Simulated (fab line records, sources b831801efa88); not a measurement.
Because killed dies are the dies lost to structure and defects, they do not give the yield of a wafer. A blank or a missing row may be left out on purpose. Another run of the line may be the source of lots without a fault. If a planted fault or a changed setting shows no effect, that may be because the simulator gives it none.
fab line records || flow sky130 || part 2 of 2: steps 29 to 41 of 41
record: {"lots": 5, "wafers": 15, "last-day": 50}
route steps=708 shown GATE_OXIDE@189 POLY_GATE@204 RES_PROTECT@206
lots that met no fault: taken from a fault-free run of the same line
start-h: start of the lot's first displayed wafer, in hours after the record's first day || wait-h: how many hours have passed since the lot's step before this one || " as in the row above || L1.1+2: a single row standing in for several wafers || - value missing, or start not given || * or withheld: withheld || < > ~ a bound
route shown NAME@n: names a module that has steps shown in the file, with the first one's number in the route || usual: mean and standard deviation over wafers with no fault || same: alike in all rows || chamber/n: place in a boat || sites: the reading at each site || _std_site: their standard deviation || _edge_site: the outer-site mean with the inner-site mean subtracted || radius-mm: for every site, how far away it sits from the centre of the wafer || mask NAME#n: copy n || behind: tool/chamber where the wafer was last shaped || hold: reason for holding the lot/hours on hold/outcome of the hold || device: which transistor (n, p or np) failed to switch || end of line: tests run on the same wafers once the route is complete || for a step that has no rows: nothing shown but its recipe || killed: count of dies lost to structure and defects at first sort (not the wafer's yield) || map: per-die view of a wafer (x killed, . not killed, _ where there is no die)
set.NAME: the setting as run; set.NAME@STEP: as run at that earlier step || model.NAME: the simulator's own value behind a step, which no gauge read
a table for each step, a row for each wafer; lots at some steps of the route
services: when a tool's chamber went out of use (start-h, in hours from the record's first day, below 0 if earlier), for how many hours, and the reason
== steps ==
step: SKY_POLY_GATE_CVD_03
recipe: {"material": "Si3N4", "precursor": "DCS/NH3", "target-thk-nm": 75, "temp-c": 770, "time-s": 1290, "pressure-mtorr": 250}
usual: {"spike-tc-lower-C": "771.1/1.4", "zone-power-centre-pct": "12.6/0.74"}
same: {"time-s": 1290}
{"lot.wafer": "L080.1", "tool": "lpcvd-02", "chamber": 1, "start-h": 409.08, "wait-h": 1.0, "spike-tc-lower-C": 768.5, "zone-power-centre-pct": 11.8}
{"lot.wafer": "L080.2", "tool": "lpcvd-02", "chamber": 1, "start-h": 409.08, "wait-h": 1.0, "spike-tc-lower-C": 769.3, "zone-power-centre-pct": 11.8}
{"lot.wafer": "L080.4", "tool": "lpcvd-02", "chamber": 1, "start-h": 409.08, "wait-h": 1.0, "spike-tc-lower-C": 770.7, "zone-power-centre-pct": 11.7}
{"lot.wafer": "L081.1", "tool": "lpcvd-02", "chamber": 0, "start-h": 409.08, "wait-h": 1.3, "spike-tc-lower-C": 773.8, "zone-power-centre-pct": 13.2}
{"lot.wafer": "L081.4", "tool": "lpcvd-02", "chamber": 0, "start-h": 409.08, "wait-h": 1.3, "spike-tc-lower-C": 773.4, "zone-power-centre-pct": 13.1}
{"lot.wafer": "L081.5", "tool": "lpcvd-02", "chamber": 0, "start-h": 409.08, "wait-h": 1.3, "spike-tc-lower-C": 770.1, "zone-power-centre-pct": 13.1}
{"lot.wafer": "L087.3", "tool": "lpcvd-02", "chamber": 0, "start-h": 448.71, "wait-h": 0.5, "spike-tc-lower-C": 773.3, "zone-power-centre-pct": 13.2}
{"lot.wafer": "L087.4", "tool": "lpcvd-02", "chamber": 0, "start-h": 448.71, "wait-h": 0.5, "spike-tc-lower-C": 770.9, "zone-power-centre-pct": 13.2}
{"lot.wafer": "L087.6", "tool": "lpcvd-02", "chamber": 0, "start-h": 448.71, "wait-h": 0.5, "spike-tc-lower-C": 772.6, "zone-power-centre-pct": 13.4}
{"lot.wafer": "L091.2", "tool": "lpcvd-02", "chamber": 1, "start-h": 488.77, "wait-h": 0.0, "spike-tc-lower-C": 770.6, "zone-power-centre-pct": 11.7}
{"lot.wafer": "L091.4", "tool": "lpcvd-02", "chamber": 1, "start-h": 488.77, "wait-h": 0.0, "spike-tc-lower-C": 770.5, "zone-power-centre-pct": 11.9}
{"lot.wafer": "L091.5", "tool": "lpcvd-02", "chamber": 1, "start-h": 488.77, "wait-h": 0.0, "spike-tc-lower-C": 769.7, "zone-power-centre-pct": 11.9}
{"lot.wafer": "L095.3", "tool": "lpcvd-02", "chamber": 0, "start-h": 510.37, "wait-h": 0.0, "spike-tc-lower-C": 773.6, "zone-power-centre-pct": 13.2}
{"lot.wafer": "L095.4", "tool": "lpcvd-02", "chamber": 0, "start-h": 510.37, "wait-h": 0.0, "spike-tc-lower-C": 772.7, "zone-power-centre-pct": 13.1}
{"lot.wafer": "L095.5", "tool": "lpcvd-02", "chamber": 0, "start-h": 510.37, "wait-h": 0.0, "spike-tc-lower-C": 772.3, "zone-power-centre-pct": 13.2}
step: SKY_POLY_GATE_THK_MEAS_04
recipe: {"reads": "Si3N4_of_POLY_GATE_CVD_03"}
usual: {"POLY_GATE_CVD_03_THK": "75.6/0.72"}
{"lot.wafer": "L080.1", "tool": "film-metro-03", "chamber": "-", "start-h": 410.43, "wait-h": 0.0, "POLY_GATE_CVD_03_THK[nm]": 77.0}
{"lot.wafer": "L080.2", "tool": "film-metro-03", "chamber": "-", "start-h": 410.43, "wait-h": 0.0, "POLY_GATE_CVD_03_THK[nm]": 76.6}
{"lot.wafer": "L080.4", "tool": "film-metro-03", "chamber": "-", "start-h": 410.43, "wait-h": 0.0, "POLY_GATE_CVD_03_THK[nm]": 76.8}
{"lot.wafer": "L081.1", "tool": "film-metro-04", "chamber": "-", "start-h": 410.43, "wait-h": 0.0, "POLY_GATE_CVD_03_THK[nm]": 75.4}
{"lot.wafer": "L081.4", "tool": "film-metro-04", "chamber": "-", "start-h": 410.43, "wait-h": 0.0, "POLY_GATE_CVD_03_THK[nm]": 75.4}
{"lot.wafer": "L081.5", "tool": "film-metro-04", "chamber": "-", "start-h": 410.43, "wait-h": 0.0, "POLY_GATE_CVD_03_THK[nm]": 75.4}
{"lot.wafer": "L087.3", "tool": "film-metro-04", "chamber": "-", "start-h": 450.09, "wait-h": 0.0, "POLY_GATE_CVD_03_THK[nm]": 76.5}
{"lot.wafer": "L087.4", "tool": "film-metro-04", "chamber": "-", "start-h": 450.09, "wait-h": 0.0, "POLY_GATE_CVD_03_THK[nm]": 76.0}
{"lot.wafer": "L087.6", "tool": "film-metro-04", "chamber": "-", "start-h": 450.09, "wait-h": 0.0, "POLY_GATE_CVD_03_THK[nm]": 76.0}
{"lot.wafer": "L091.2", "tool": "film-metro-02", "chamber": "-", "start-h": 490.13, "wait-h": 0.0, "POLY_GATE_CVD_03_THK[nm]": 75.4}
{"lot.wafer": "L091.4", "tool": "film-metro-02", "chamber": "-", "start-h": 490.13, "wait-h": 0.0, "POLY_GATE_CVD_03_THK[nm]": 75.3}
{"lot.wafer": "L091.5", "tool": "film-metro-02", "chamber": "-", "start-h": 490.13, "wait-h": 0.0, "POLY_GATE_CVD_03_THK[nm]": 75.3}
{"lot.wafer": "L095.3", "tool": "film-metro-02", "chamber": "-", "start-h": 511.74, "wait-h": 0.0, "POLY_GATE_CVD_03_THK[nm]": 74.3}
{"lot.wafer": "L095.4", "tool": "film-metro-02", "chamber": "-", "start-h": 511.74, "wait-h": 0.0, "POLY_GATE_CVD_03_THK[nm]": 74.0}
{"lot.wafer": "L095.5", "tool": "film-metro-02", "chamber": "-", "start-h": 511.74, "wait-h": 0.0, "POLY_GATE_CVD_03_THK[nm]": 74.0}
step: SKY_POLY_GATE_DEHYDRATE_05
recipe: {"temp-c": 200, "time-s": 60}
same: {"time-s": 60}
{"lot.wafer": "L081.1+4+5", "tool": "litho-track-03", "chamber": 0, "start-h": 423.89, "wait-h": 13.4}
{"lot.wafer": "L080.1+2+4", "tool": "litho-track-04", "chamber": 0, "start-h": 423.92, "wait-h": 13.5}
{"lot.wafer": "L087.3+4+6", "tool": "litho-track-01", "chamber": 0, "start-h": 465.01, "wait-h": 14.9}
{"lot.wafer": "L091.2+4+5", "tool": "litho-track-03", "chamber": 0, "start-h": 504.81, "wait-h": 14.7}
{"lot.wafer": "L095.3+4+5", "tool": "litho-track-04", "chamber": 0, "start-h": 525.92, "wait-h": 14.2}
step: SKY_POLY_GATE_HMDS_06
recipe: {"prime-time-s": 60, "prime-temp-c": 120}
{"lot.wafer": "L081.1+4+5", "tool": "litho-track-03", "chamber": 0, "start-h": 424.04, "wait-h": 0.1}
{"lot.wafer": "L080.1+2+4", "tool": "litho-track-04", "chamber": 0, "start-h": 424.07, "wait-h": 0.1}
{"lot.wafer": "L087.3+4+6", "tool": "litho-track-01", "chamber": 0, "start-h": 465.16, "wait-h": 0.1}
{"lot.wafer": "L091.2+4+5", "tool": "litho-track-03", "chamber": 0, "start-h": 504.96, "wait-h": 0.1}
{"lot.wafer": "L095.3+4+5", "tool": "litho-track-04", "chamber": 0, "start-h": 526.07, "wait-h": 0.1}
step: SKY_POLY_GATE_COAT_07
recipe: {"resist": "BARC", "temp-c": "withheld", "time-s": "withheld", "spin-rpm": 3000, "resist-thk-nm": 110}
{"lot.wafer": "L081.1+4+5", "tool": "litho-track-03", "chamber": 0, "start-h": 424.19, "wait-h": 0.1}
{"lot.wafer": "L080.1+2+4", "tool": "litho-track-04", "chamber": 0, "start-h": 424.22, "wait-h": 0.1}
{"lot.wafer": "L087.3+4+6", "tool": "litho-track-01", "chamber": 0, "start-h": 465.31, "wait-h": 0.1}
{"lot.wafer": "L091.2+4+5", "tool": "litho-track-03", "chamber": 0, "start-h": 505.11, "wait-h": 0.1}
{"lot.wafer": "L095.3+4+5", "tool": "litho-track-04", "chamber": 0, "start-h": 526.22, "wait-h": 0.1}
step: SKY_POLY_GATE_COAT_08
recipe: {"resist": "KrF-thick", "spin-rpm": 3000, "resist-thk-nm": 450}
{"lot.wafer": "L081.1+4+5", "tool": "litho-track-03", "chamber": 0, "start-h": "-", "wait-h": "-"}
{"lot.wafer": "L080.1+2+4", "tool": "litho-track-04", "chamber": 0, "start-h": "-", "wait-h": "-"}
{"lot.wafer": "L087.3+4+6", "tool": "litho-track-01", "chamber": 0, "start-h": "-", "wait-h": "-"}
{"lot.wafer": "L091.2+4+5", "tool": "litho-track-03", "chamber": 0, "start-h": "-", "wait-h": "-"}
{"lot.wafer": "L095.3+4+5", "tool": "litho-track-04", "chamber": 0, "start-h": "-", "wait-h": "-"}
step: SKY_POLY_GATE_SOFTBAKE_09
recipe: {"temp-c": 100, "time-s": 90, "resist": "KrF-thick"}
same: {"time-s": 90}
{"lot.wafer": "L081.1+4+5", "tool": "litho-track-03", "chamber": 0, "start-h": "-", "wait-h": "-"}
{"lot.wafer": "L080.1+2+4", "tool": "litho-track-04", "chamber": 0, "start-h": "-", "wait-h": "-"}
{"lot.wafer": "L087.3+4+6", "tool": "litho-track-01", "chamber": 0, "start-h": "-", "wait-h": "-"}
{"lot.wafer": "L091.2+4+5", "tool": "litho-track-03", "chamber": 0, "start-h": "-", "wait-h": "-"}
{"lot.wafer": "L095.3+4+5", "tool": "litho-track-04", "chamber": 0, "start-h": "-", "wait-h": "-"}
step: SKY_POLY_GATE_EXPOSE_10
recipe: {"mask-id": "P1M", "na": 0.68, "source-shape": "conventional", "sigma-outer": 0.6, "target-cd-nm": 150, "dose-mj": 28}
usual: {"stage-vel-mm-s": "500.03/0.28"}
{"lot.wafer": "L081.1", "tool": "krf-scanner-02", "chamber": 0, "start-h": "-", "wait-h": "-", "mask": "P1M#0", "stage-vel-mm-s": 499.89}
{"lot.wafer": "L081.4", "tool": "krf-scanner-02", "chamber": 0, "start-h": "-", "wait-h": "-", "mask": "P1M#0", "stage-vel-mm-s": 500.35}
{"lot.wafer": "L081.5", "tool": "krf-scanner-02", "chamber": 0, "start-h": "-", "wait-h": "-", "mask": "P1M#0", "stage-vel-mm-s": 500.28}
{"lot.wafer": "L080.1", "tool": "krf-scanner-01", "chamber": 0, "start-h": "-", "wait-h": "-", "mask": "P1M#0", "stage-vel-mm-s": 499.60}
{"lot.wafer": "L080.2", "tool": "krf-scanner-01", "chamber": 0, "start-h": "-", "wait-h": "-", "mask": "P1M#0", "stage-vel-mm-s": 499.80}
{"lot.wafer": "L080.4", "tool": "krf-scanner-01", "chamber": 0, "start-h": "-", "wait-h": "-", "mask": "P1M#0", "stage-vel-mm-s": 499.92}
{"lot.wafer": "L087.3", "tool": "krf-scanner-02", "chamber": 0, "start-h": "-", "wait-h": "-", "mask": "P1M#0", "stage-vel-mm-s": 500.11}
{"lot.wafer": "L087.4", "tool": "krf-scanner-02", "chamber": 0, "start-h": "-", "wait-h": "-", "mask": "P1M#0", "stage-vel-mm-s": 500.04}
{"lot.wafer": "L087.6", "tool": "krf-scanner-02", "chamber": 0, "start-h": "-", "wait-h": "-", "mask": "P1M#0", "stage-vel-mm-s": 500.03}
{"lot.wafer": "L091.2", "tool": "krf-scanner-01", "chamber": 0, "start-h": "-", "wait-h": "-", "mask": "P1M#0", "stage-vel-mm-s": 500.12}
{"lot.wafer": "L091.4", "tool": "krf-scanner-01", "chamber": 0, "start-h": "-", "wait-h": "-", "mask": "P1M#0", "stage-vel-mm-s": 500.01}
{"lot.wafer": "L091.5", "tool": "krf-scanner-01", "chamber": 0, "start-h": "-", "wait-h": "-", "mask": "P1M#0", "stage-vel-mm-s": 499.90}
{"lot.wafer": "L095.3", "tool": "krf-scanner-01", "chamber": 0, "start-h": "-", "wait-h": "-", "mask": "P1M#0", "stage-vel-mm-s": 499.98}
{"lot.wafer": "L095.4", "tool": "krf-scanner-01", "chamber": 0, "start-h": "-", "wait-h": "-", "mask": "P1M#0", "stage-vel-mm-s": 500.30}
{"lot.wafer": "L095.5", "tool": "krf-scanner-01", "chamber": 0, "start-h": "-", "wait-h": "-", "mask": "P1M#0", "stage-vel-mm-s": 499.99}
step: SKY_POLY_GATE_PEB_11
recipe: {"peb-temp-c": "withheld", "peb-time-s": "withheld", "resist": "KrF-thick"}
{"lot.wafer": "L081.1+4+5", "tool": "litho-track-01", "chamber": 0, "start-h": "-", "wait-h": "-"}
{"lot.wafer": "L080.1+2+4", "tool": "litho-track-04", "chamber": 0, "start-h": "-", "wait-h": "-"}
{"lot.wafer": "L087.3+4+6", "tool": "litho-track-03", "chamber": 0, "start-h": "-", "wait-h": "-"}
{"lot.wafer": "L091.2+4+5", "tool": "litho-track-03", "chamber": 0, "start-h": "-", "wait-h": "-"}
{"lot.wafer": "L095.3+4+5", "tool": "litho-track-01", "chamber": 0, "start-h": "-", "wait-h": "-"}
step: SKY_POLY_GATE_DEVELOP_12
recipe: {"develop-time-s": 60, "resist": "KrF-thick", "dev-temp-c": 21}
{"lot.wafer": "L081.1+4+5", "tool": "litho-track-01", "chamber": 0, "start-h": "-", "wait-h": "-"}
{"lot.wafer": "L080.1+2+4", "tool": "litho-track-04", "chamber": 0, "start-h": "-", "wait-h": "-"}
{"lot.wafer": "L087.3+4+6", "tool": "litho-track-03", "chamber": 0, "start-h": "-", "wait-h": "-"}
{"lot.wafer": "L091.2+4+5", "tool": "litho-track-03", "chamber": 0, "start-h": "-", "wait-h": "-"}
{"lot.wafer": "L095.3+4+5", "tool": "litho-track-01", "chamber": 0, "start-h": "-", "wait-h": "-"}
step: SKY_POLY_GATE_CD_MEAS_13
recipe: {"target-cd-nm": 150}
usual: {"cd-nm": "150.2/1.4"}
{"lot.wafer": "L081.1", "tool": "cd-sem-01", "chamber": "-", "start-h": 440.06, "wait-h": "-", "cd-nm": 149.6}
{"lot.wafer": "L081.4", "tool": "cd-sem-01", "chamber": "-", "start-h": 440.06, "wait-h": "-", "cd-nm": 149.5}
{"lot.wafer": "L081.5", "tool": "cd-sem-01", "chamber": "-", "start-h": 440.06, "wait-h": "-", "cd-nm": 148.7}
{"lot.wafer": "L080.1", "tool": "cd-sem-02", "chamber": "-", "start-h": 440.07, "wait-h": "-", "cd-nm": 149.1}
{"lot.wafer": "L080.2", "tool": "cd-sem-02", "chamber": "-", "start-h": 440.07, "wait-h": "-", "cd-nm": 150.5}
{"lot.wafer": "L080.4", "tool": "cd-sem-02", "chamber": "-", "start-h": 440.07, "wait-h": "-", "cd-nm": 149.7}
{"lot.wafer": "L087.3", "tool": "cd-sem-01", "chamber": "-", "start-h": 480.13, "wait-h": "-", "cd-nm": 150.0}
{"lot.wafer": "L087.4", "tool": "cd-sem-01", "chamber": "-", "start-h": 480.13, "wait-h": "-", "cd-nm": 151.1}
{"lot.wafer": "L087.6", "tool": "cd-sem-01", "chamber": "-", "start-h": 480.13, "wait-h": "-", "cd-nm": 148.8}
{"lot.wafer": "L091.2", "tool": "cd-sem-02", "chamber": "-", "start-h": 520.60, "wait-h": "-", "cd-nm": 149.5}
{"lot.wafer": "L091.4", "tool": "cd-sem-02", "chamber": "-", "start-h": 520.60, "wait-h": "-", "cd-nm": 149.6}
{"lot.wafer": "L091.5", "tool": "cd-sem-02", "chamber": "-", "start-h": 520.60, "wait-h": "-", "cd-nm": 150.3}
{"lot.wafer": "L095.3", "tool": "cd-sem-01", "chamber": "-", "start-h": 540.85, "wait-h": "-", "cd-nm": 150.9}
{"lot.wafer": "L095.4", "tool": "cd-sem-01", "chamber": "-", "start-h": 540.85, "wait-h": "-", "cd-nm": 151.8}
{"lot.wafer": "L095.5", "tool": "cd-sem-01", "chamber": "-", "start-h": 540.85, "wait-h": "-", "cd-nm": 152.9}
step: SKY_POLY_GATE_OVL_MEAS_14
usual: {"POLY_GATE_OVL": "2/5.6"}
{"lot.wafer": "L081.1", "tool": "overlay-01", "chamber": "-", "start-h": 440.18, "wait-h": 0.1, "POLY_GATE_OVL[nm]": -1}
{"lot.wafer": "L081.4", "tool": "overlay-01", "chamber": "-", "start-h": 440.18, "wait-h": 0.1, "POLY_GATE_OVL[nm]": 0}
{"lot.wafer": "L081.5", "tool": "overlay-01", "chamber": "-", "start-h": 440.18, "wait-h": 0.1, "POLY_GATE_OVL[nm]": -7}
{"lot.wafer": "L080.1", "tool": "overlay-02", "chamber": "-", "start-h": 440.19, "wait-h": 0.1, "POLY_GATE_OVL[nm]": -5}
{"lot.wafer": "L080.2", "tool": "overlay-02", "chamber": "-", "start-h": 440.19, "wait-h": 0.1, "POLY_GATE_OVL[nm]": 5}
{"lot.wafer": "L080.4", "tool": "overlay-02", "chamber": "-", "start-h": 440.19, "wait-h": 0.1, "POLY_GATE_OVL[nm]": 9}
{"lot.wafer": "L087.3", "tool": "overlay-01", "chamber": "-", "start-h": 480.22, "wait-h": 0.1, "POLY_GATE_OVL[nm]": 1}
{"lot.wafer": "L087.4", "tool": "overlay-01", "chamber": "-", "start-h": 480.22, "wait-h": 0.1, "POLY_GATE_OVL[nm]": -1}
{"lot.wafer": "L087.6", "tool": "overlay-01", "chamber": "-", "start-h": 480.22, "wait-h": 0.1, "POLY_GATE_OVL[nm]": 3}
{"lot.wafer": "L091.2", "tool": "overlay-01", "chamber": "-", "start-h": 520.71, "wait-h": 0.1, "POLY_GATE_OVL[nm]": 2}
{"lot.wafer": "L091.4", "tool": "overlay-01", "chamber": "-", "start-h": 520.71, "wait-h": 0.1, "POLY_GATE_OVL[nm]": -6}
{"lot.wafer": "L091.5", "tool": "overlay-01", "chamber": "-", "start-h": 520.71, "wait-h": 0.1, "POLY_GATE_OVL[nm]": -3}
{"lot.wafer": "L095.3", "tool": "overlay-01", "chamber": "-", "start-h": 540.94, "wait-h": 0.1, "POLY_GATE_OVL[nm]": -1}
{"lot.wafer": "L095.4", "tool": "overlay-01", "chamber": "-", "start-h": 540.94, "wait-h": 0.1, "POLY_GATE_OVL[nm]": 2}
{"lot.wafer": "L095.5", "tool": "overlay-01", "chamber": "-", "start-h": 540.94, "wait-h": 0.1, "POLY_GATE_OVL[nm]": -2}
step: SKY_POLY_GATE_ETCH_15
recipe: {"chemistry": "N2/H2", "target": "BARC", "ion-energy-ev": 200, "source-w": 500, "bias-w": 100, "pressure-mtorr": 30, "n2-flow-sccm": 100, "h2-flow-sccm": 200, "stop-on": "SiO2", "time-s": 118.5, "target-depth-a": 1100}
usual: {"drypump-motor-current-A": "5.7/0.34", "oes-product-au": "0.716/0.005", "throttle-valve-pct": "13.212/0.01"}
same: {"time-s": 118.5}
{"lot.wafer": "L081.1", "tool": "rie-diel-03", "chamber": 1, "start-h": 440.21, "wait-h": 0.0, "drypump-motor-current-A": 5.8, "oes-product-au": 0.718, "rf-hours-counter-h": 76, "throttle-valve-pct": 13.205}
{"lot.wafer": "L081.4", "tool": "rie-diel-03", "chamber": 3, "start-h": 440.21, "wait-h": 0.0, "drypump-motor-current-A": 5.8, "oes-product-au": 0.716, "rf-hours-counter-h": 9, "throttle-valve-pct": 13.208}
{"lot.wafer": "L081.5", "tool": "rie-diel-03", "chamber": 3, "start-h": 440.21, "wait-h": 0.0, "drypump-motor-current-A": 5.7, "oes-product-au": 0.719, "rf-hours-counter-h": "-", "throttle-valve-pct": 13.216}
{"lot.wafer": "L080.1", "tool": "rie-diel-02", "chamber": 2, "start-h": 440.23, "wait-h": 0.0, "drypump-motor-current-A": 6.2, "oes-product-au": 0.713, "rf-hours-counter-h": 27, "throttle-valve-pct": 13.224}
{"lot.wafer": "L080.2", "tool": "rie-diel-02", "chamber": 1, "start-h": 440.23, "wait-h": 0.0, "drypump-motor-current-A": 5.3, "oes-product-au": 0.709, "rf-hours-counter-h": 6, "throttle-valve-pct": 13.218}
{"lot.wafer": "L080.4", "tool": "rie-diel-02", "chamber": 3, "start-h": 440.23, "wait-h": 0.0, "drypump-motor-current-A": 5.2, "oes-product-au": 0.717, "rf-hours-counter-h": "-", "throttle-valve-pct": 13.215}
{"lot.wafer": "L087.3", "tool": "rie-diel-03", "chamber": 0, "start-h": 480.24, "wait-h": 0.0, "drypump-motor-current-A": 5.5, "oes-product-au": 0.714, "rf-hours-counter-h": 3, "throttle-valve-pct": 13.210}
{"lot.wafer": "L087.4", "tool": "rie-diel-03", "chamber": 2, "start-h": 480.24, "wait-h": 0.0, "drypump-motor-current-A": 6.0, "oes-product-au": 0.715, "rf-hours-counter-h": 11, "throttle-valve-pct": 13.199}
{"lot.wafer": "L087.6", "tool": "rie-diel-03", "chamber": 3, "start-h": 480.24, "wait-h": 0.0, "drypump-motor-current-A": 5.7, "oes-product-au": 0.715, "rf-hours-counter-h": "-", "throttle-valve-pct": 13.241}
{"lot.wafer": "L091.2", "tool": "rie-diel-03", "chamber": 0, "start-h": 520.74, "wait-h": 0.0, "drypump-motor-current-A": 5.5, "oes-product-au": 0.710, "rf-hours-counter-h": 3, "throttle-valve-pct": 13.210}
{"lot.wafer": "L091.4", "tool": "rie-diel-03", "chamber": 3, "start-h": 520.74, "wait-h": 0.0, "drypump-motor-current-A": 5.8, "oes-product-au": 0.716, "rf-hours-counter-h": 11, "throttle-valve-pct": 13.222}
{"lot.wafer": "L091.5", "tool": "rie-diel-03", "chamber": 1, "start-h": 520.74, "wait-h": 0.0, "drypump-motor-current-A": 5.8, "oes-product-au": 0.705, "rf-hours-counter-h": "-", "throttle-valve-pct": 13.228}
{"lot.wafer": "L095.3", "tool": "rie-diel-02", "chamber": 1, "start-h": 540.96, "wait-h": 0.0, "drypump-motor-current-A": 5.3, "oes-product-au": 0.714, "rf-hours-counter-h": 8, "throttle-valve-pct": 13.210}
{"lot.wafer": "L095.4", "tool": "rie-diel-02", "chamber": 0, "start-h": 540.96, "wait-h": 0.0, "drypump-motor-current-A": 5.8, "oes-product-au": 0.716, "rf-hours-counter-h": 43, "throttle-valve-pct": 13.211}
{"lot.wafer": "L095.5", "tool": "rie-diel-02", "chamber": 0, "start-h": 540.96, "wait-h": 0.0, "drypump-motor-current-A": 5.8, "oes-product-au": 0.719, "rf-hours-counter-h": "-", "throttle-valve-pct": 13.209}
== services ==
{"tool": "rie-diel-02", "chamber": 2, "start-h": 344.62, "hours": 19.5, "kind": "repair"}
{"tool": "furnace-01", "chamber": "-", "start-h": 362.74, "hours": 9.8, "kind": "pm"}
{"tool": "plasma-asher-01", "chamber": "-", "start-h": 365.66, "hours": 2.8, "kind": "pm"}
{"tool": "krf-scanner-01", "chamber": "-", "start-h": 366.09, "hours": 1.3, "kind": "pm"}
{"tool": "krf-scanner-01", "chamber": "-", "start-h": 370.59, "hours": 4.4, "kind": "pm"}
{"tool": "krf-scanner-01", "chamber": "-", "start-h": 405.17, "hours": 0.8, "kind": "pm"}
{"tool": "krf-scanner-01", "chamber": "-", "start-h": 416.06, "hours": 0.2, "kind": "repair"}
{"tool": "plasma-asher-01", "chamber": "-", "start-h": 421.25, "hours": 9.0, "kind": "pm"}
{"tool": "krf-scanner-01", "chamber": "-", "start-h": 441.19, "hours": 1.0, "kind": "pm"}
{"tool": "iline-stepper-02", "chamber": "-", "start-h": 441.71, "hours": 10.6, "kind": "repair"}
{"tool": "iline-stepper-02", "chamber": "-", "start-h": 460.00, "hours": 4.6, "kind": "repair"}
{"tool": "rie-diel-03", "chamber": "-", "start-h": 460.67, "hours": 0.3, "kind": "repair"}
{"tool": "rie-diel-03", "chamber": 0, "start-h": 462.33, "hours": 12.5, "kind": "repair"}
{"tool": "iline-stepper-01", "chamber": "-", "start-h": 465.59, "hours": 1.7, "kind": "pm"}
{"tool": "iline-stepper-02", "chamber": "-", "start-h": 466.86, "hours": 12.8, "kind": "repair"}
{"tool": "lpcvd-02", "chamber": "-", "start-h": 475.22, "hours": 0.7, "kind": "repair"}
{"tool": "rie-diel-03", "chamber": "-", "start-h": 475.45, "hours": 2.8, "kind": "pm"}
{"tool": "iline-stepper-02", "chamber": "-", "start-h": 488.04, "hours": 1.7, "kind": "pm"}
{"tool": "lpcvd-01", "chamber": "-", "start-h": 497.69, "hours": 34.0, "kind": "repair"}
{"tool": "furnace-01", "chamber": "-", "start-h": 501.22, "hours": 4.0, "kind": "pm"}
{"tool": "krf-scanner-01", "chamber": "-", "start-h": 515.34, "hours": 0.6, "kind": "repair"}
{"tool": "krf-scanner-01", "chamber": "-", "start-h": 524.40, "hours": 0.3, "kind": "repair"}
{"tool": "rie-diel-03", "chamber": 3, "start-h": 536.62, "hours": 16.4, "kind": "repair"}
{"tool": "implanter-03", "chamber": "-", "start-h": 537.88, "hours": 3.1, "kind": "pm"}
